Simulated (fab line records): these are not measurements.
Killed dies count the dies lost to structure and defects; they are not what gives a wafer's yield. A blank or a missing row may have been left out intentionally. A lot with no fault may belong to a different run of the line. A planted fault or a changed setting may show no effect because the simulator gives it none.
Matching of chambers ; flow sky130 ; SKY_VIA1_HDPCVD_00 on hdpcvd-01: 3 sister chambers
The step deposits SiO2, target thk 1030 nm, time 171.7 s. 3 wafers are shown with their chamber, then 8 later ones without.

WAFERS WITH THEIR CHAMBER
wafer;chamber;run length s (s)
L374.3;2;199.6
L377.6;0;198.5
L378.1;1;199.6

WAFERS MISSING THEIR CHAMBER
wafer;run length s (s)
L378.4;198.5
L378.5;199.0
L381.1;199.5
L381.3;199.2
L381.5;199.5
L383.1;199.6
L383.2;199.6
L383.6;200.4

EACH ONE'S CHAMBER
wafer;from the rows above;in truth
L378.4;0;0
L378.5;can't be placed: 0 or 1 or 2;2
L381.1;can't be placed: 1 or 2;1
L381.3;can't be placed: 1 or 2 or 0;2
L381.5;can't be placed: 1 or 2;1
L383.1;can't be placed: 1 or 2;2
L383.2;can't be placed: 1 or 2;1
L383.6;can't be placed: 1 or 2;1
Correct placement for 1 of the 8. Not placeable from these rows: 7 (in 7, the candidates include the true chamber). Number placed wrongly: 0.
How it was worked out, from the rows above alone: a wafer's distance from a chamber is the root of the sum, over the readings, of the square of ((its reading less the chamber's mean) divided by the reading's scatter). If the next closest chamber is less than 2 further off than the closest, the wafer can't be placed; otherwise it belongs to the closest. The mean given for a chamber averages the wafers shown for that chamber. The scatter: root of mean squared gap, hidden wafer to nearest shown wafer, with one shown wafer a chamber.
